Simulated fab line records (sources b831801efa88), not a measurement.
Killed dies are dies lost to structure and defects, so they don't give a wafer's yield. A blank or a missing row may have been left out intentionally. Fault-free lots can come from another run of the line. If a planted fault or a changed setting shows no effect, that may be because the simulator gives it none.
Problem report in the 8D (eight disciplines) form, filled by code | flow gf180mcu | the parts of the form that need people (team, actions taken, sign-off) are left out

1. WHAT WENT WRONG
Wafers free of any fault read 4234 (standard deviation 33) for NSD_TW at GF_NSD_TW_MEAS_12, against a mean of 4073 on 6 wafers of 2 lots. Measured from the usual mean, that is -4.9 standard deviations.
Seen first at day 18 00:01 on film metro-01, wafer L879.2. The record holds 33 wafers of 11 lots with a number at this step. Rule for "out" (also "out of limits"): further than 4 standard deviations from the usual mean. The other wafers with a number count as sound.

2. WHAT IT IS, AND WHAT IT ISN'T
question                    | is                           | is not
which readings at this step | NSD_TW                       | -
which lots                  | L879, L880                   | L866, L870, L871, L872, L877, L878, L883, L885, L889
which wafers of those lots  | all that have a number       | -
read on which gauges        | film metro-01, film metro-03 | film metro-04
when                        | from day 18 00:01            | up to then (18 sound wafers); but 9 sound wafers of L883, L885, L889 came after

3. WHAT RULES OUT EACH SUSPECT
Counting: a tool at a process step up to the reading stays a suspect if it ran every lot that is out and no sound lot after the first of them.
- the gauge at GF_NSD_TW_MEAS_12 has been ruled out. Those wafers that are out were read across 2 gauges (film metro-01, film metro-03).
- plasma asher-04 at GF_HV_LDD_STRIP_22 (strips in O2/N2): ruled out as a lasting fault. After its first lot that is out, L879 (day 14 23:47), sound lots L883 ran on it.
- implanter-03 at GF_NSD_IMPLANT_09: ruled out as a lasting fault. After its first lot that is out, L879 (day 17 23:37), sound lots L889 ran on it.
Left after counting: nothing in the record.

4. THE CAUSE (what the simulator had put in)
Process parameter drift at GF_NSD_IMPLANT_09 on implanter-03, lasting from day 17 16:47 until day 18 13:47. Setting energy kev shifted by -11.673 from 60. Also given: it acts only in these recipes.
The count ruled it out by mistake, since the rule takes a fault to strike every lot its tool runs from the start of the fault on, and this one did not do so.

5. THE EFFECT CHAIN, in route order
Each row: a reading whose mean over the struck wafers that have a number lies more than 3 standard deviations from the usual. Only readings whose record carries a usual standard deviation are examined. hours: median over the lots of the time between each lot's start at the first step of this table that gives one and its start at this step. sigmas: the change, counted in usual standard deviations.
hours | step              | reading                  | usual        | on struck wafers | change  | sigmas
0     | GF_NSD_IMPLANT_09 | beam energy keV          | 60.001       | 48.328           | -11.673 | -99 or more
0     | GF_NSD_STRIP_11   | oes product au           | 0.488 a.u.   | 0.504            | +0.016  | +3.4
0     | GF_NSD_STRIP_11   | strip time to endpoint s | 23.08 s      | 21.56            | -1.52   | -35
0     | GF_NSD_TW_MEAS_12 | NSD_TW                   | 4234         | 4073             | -161    | -4.9
25    | GF_PSD_RS_MEAS_14 | NSD_RS                   | 46.17 ohm/sq | 49.59            | +3.42   | +31
The process steps in it:
- GF_NSD_IMPLANT_09
- GF_NSD_STRIP_11: strips in O2/N2.

6. WHAT WOULD HAVE CAUGHT IT SOONER
Counted from the fault's start at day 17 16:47, it took 7 hours until the first out-of-limits reading at a measuring or inspecting step in this record, taken at day 18 00:01.
The tool's own readings at GF_NSD_IMPLANT_09 were out on every struck wafer that the step has a row for (beam energy keV): an alarm limit on them would have fired on the first of those.
